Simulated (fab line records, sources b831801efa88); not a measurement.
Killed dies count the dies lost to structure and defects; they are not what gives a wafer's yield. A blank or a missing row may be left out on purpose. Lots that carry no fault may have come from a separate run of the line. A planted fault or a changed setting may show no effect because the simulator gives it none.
Check for tools in common    flow gf180mcu    Sample size 11 lots and 33 wafers

THE REASON FOR OPENING IT
Of 11 lots, 2 have the reading VT_IMPLANT_03_OVL flagged at GF_VT_IMPLANT_OVL_MEAS_40. Wafers without a fault read 0.7 nm, standard deviation 1.2.
Rule: a lot is flagged in two cases, either no wafer of it has a number, or all its wafers with numbers fall more than 4 standard deviations from that mean. The other lots count as sound.

lot   measured      on          VT_IMPLANT_03_OVL (nm), wafer by wafer  flag
L405  day 7 13:02   overlay-02  1.7 1.2 0.4                             
L406  day 7 21:53   overlay-01  0.0 -0.6 -1.7                           
L407  day 8 02:31   overlay-02  0.8 1.5 1.2                             
L408  day 8 09:29   overlay-02  2.3 3.7 2.0                             
L409  day 8 16:59   overlay-02  0.5 2.5 2.6                             
L413  day 9 18:27   overlay-01  -138.5 -139.0 -138.9                    FLAGGED
L415  day 10 07:05  overlay-02  -140.6 -137.1 -138.4                    FLAGGED
L420  day 11 16:30  overlay-01  -0.9 1.6 3.1                            
L421  day 12 00:38  overlay-02  2.4 1.4 0.6                             
L422  day 12 06:54  overlay-02  0.8 0.4 0.8                             
L424  day 12 22:16  overlay-01  1.3 1.1 -0.1                            
On average the flagged lots read -138.8 nm, which is -139.4 nm against the usual, or -99 or more standard deviations.

WHICH TOOL RAN EACH LOT
The record holds 1 process step before the reading, out of a route of 602 steps. Each cell gives the tool, then ch followed by the chambers the sampled wafers passed through, then the start.
lot   flag     GF_VT_IMPLANT_EXPOSE_37
L405           iline_stepper-02 ch 0, day 7 05:19
L406           iline_stepper-02 ch 0, day 7 14:19
L407           iline_stepper-02 ch 0, day 7 18:43
L408           iline_stepper-02 ch 0, day 8 01:18
L409           iline_stepper-02 ch 0, day 8 08:35
L413  FLAGGED  iline_stepper-01 ch 0, day 9 09:49
L415  FLAGGED  iline_stepper-01 ch 0, day 9 22:18
L420           iline_stepper-02 ch 0, day 11 07:18
L421           iline_stepper-02 ch 0, day 11 14:56
L422           iline_stepper-02 ch 0, day 11 21:43
L424           iline_stepper-02 ch 0, day 12 12:17
What these steps do:
- GF_VT_IMPLANT_EXPOSE_37: exposes mask Nwell HV AREA, target cd 860 nm.
- GF_VT_IMPLANT_OVL_MEAS_40

FLAGGED AGAINST TOTAL, ONE TOOL AT A TIME (gauges that did the reading follow at the end)
step                       tool              lots run  flagged  share of the flagged lots  sound lots run after its first flagged lot
GF_VT_IMPLANT_EXPOSE_37    iline_stepper-01  2         2        all                        0
GF_VT_IMPLANT_EXPOSE_37    iline_stepper-02  9         0        none                       -
GF_VT_IMPLANT_OVL_MEAS_40  overlay-01        4         1        some                       2 (L420,L424)
GF_VT_IMPLANT_OVL_MEAS_40  overlay-02        7         1        some                       2 (L421,L422)

WHAT THE TABLE PERMITS
All flagged lots share 1 row of the table, namely iline_stepper-01 at GF_VT_IMPLANT_EXPOSE_37.
- iline_stepper-01 at GF_VT_IMPLANT_EXPOSE_37 ran 2 lots, 2 of them flagged. No sound lot ran on it before its first flagged lot in this sample; the start therefore can't be narrowed down.
Just one tool remains: iline_stepper-01 at GF_VT_IMPLANT_EXPOSE_37.

WHAT THE SIMULATOR PUT IN
Scanner matching overlay: iline_stepper-01, from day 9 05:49 on, at GF_VT_IMPLANT_EXPOSE_37. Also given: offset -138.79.
Struck lots among those shown: L413, L415. Same finding as the rule above.
